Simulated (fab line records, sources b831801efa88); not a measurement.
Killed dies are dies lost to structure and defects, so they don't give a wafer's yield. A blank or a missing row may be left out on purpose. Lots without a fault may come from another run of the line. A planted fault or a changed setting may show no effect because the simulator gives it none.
Problem report in the 8D (eight disciplines) form, filled by code | flow sky130 | the parts of the form that need people (team, actions taken, sign-off) are left out

1. THE PROBLEM
VIA1_W_RS at SKY_VIA1_RS_MEAS_22 reads a mean of 0.245 ohm/sq on 5 wafers of 2 lots; wafers without a fault read 0.423 ohm/sq with a standard deviation of 0.006. That is -30 standard deviations from the usual mean.
The step: measures by four-point-probe.
First seen on wafer L314.3, day 36 04:07, on film_metro-03. The record holds 32 wafers of 11 lots with a number at this step. Rule for "out", or "out of limits": more than 4 standard deviations from the usual mean. The other wafers with a number count as sound.

2. WHAT IT IS AND WHAT IT IS NOT
question                    | is                           | is not
which readings at this step | VIA1_W_RS                    | -
which lots                  | L314, L316                   | L310, L311, L313, L319, L325, L326, L327, L328, L330
which wafers of those lots  | all that have a number       | -
read on which gauges        | film_metro-01, film_metro-03 | film_metro-04
when                        | from day 36 04:07            | up to then (9 sound wafers); but 18 sound wafers of L319, L325, L326, L327, L328, L330 came after

3. SUSPECTS, AND WHAT RULES EACH OUT
Counting: a tool at a process step up to the reading stays a suspect if it ran every lot that is out and no sound lot after the first of them.
- the gauge at SKY_VIA1_RS_MEAS_22: ruled out. The wafers that are out were read on 2 gauges (film_metro-01, film_metro-03).
- cvd_w-01 at SKY_VIA1_CVD_21 (deposits W, target thk 270 nm, time 80.902 s): ruled out as a lasting fault. Sound lots L325, L327, L330 ran on it after its first lot that is out, L314 (day 36 04:01).
Left after counting: nothing in the record.

4. THE CAUSE (what the simulator had put in)
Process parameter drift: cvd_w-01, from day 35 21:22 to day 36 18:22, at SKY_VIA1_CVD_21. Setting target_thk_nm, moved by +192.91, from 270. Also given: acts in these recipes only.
Counting ruled it out, wrongly: the rule takes a fault to strike every lot that its tool runs from its start on, and this one did not.

5. THE CHAIN OF EFFECTS, in route order
Each row: a reading whose mean over the struck wafers that have a number lies more than 3 standard deviations from the usual. Only readings for which the record gives a usual standard deviation are gone through. hours: the time from each lot's start at the first step in this table that gives one to its start at this step, as a median over the lots. sigmas: the change in usual standard deviations.
hours | step                 | reading            | usual        | on struck wafers | change | sigmas
0     | SKY_VIA1_RS_MEAS_22  | VIA1_W_RS          | 0.423 ohm/sq | 0.245            | -0.178 | -30
0     | SKY_VIA1_THK_MEAS_23 | VIA1_W_THK         | 269 nm       | 460              | +191   | +44
0     | SKY_VIA1_CMP_24      | time_to_endpoint_s | 67 s         | 116              | +49    | +13
The process steps in it:
- SKY_VIA1_CMP_24: polishes, stops on SiO2, t overpolish 15 s, target thk 0 nm.

6. WHAT WOULD HAVE CAUGHT IT SOONER
In this record the first reading out of limits at a measuring or inspecting step was taken at day 36 04:07, 7 hours after the fault began at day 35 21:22.
Of the tool readings at SKY_VIA1_CVD_21 for which the record gives a usual standard deviation, none was out on any struck wafer, so an alarm limit of 4 standard deviations on them would not have fired.
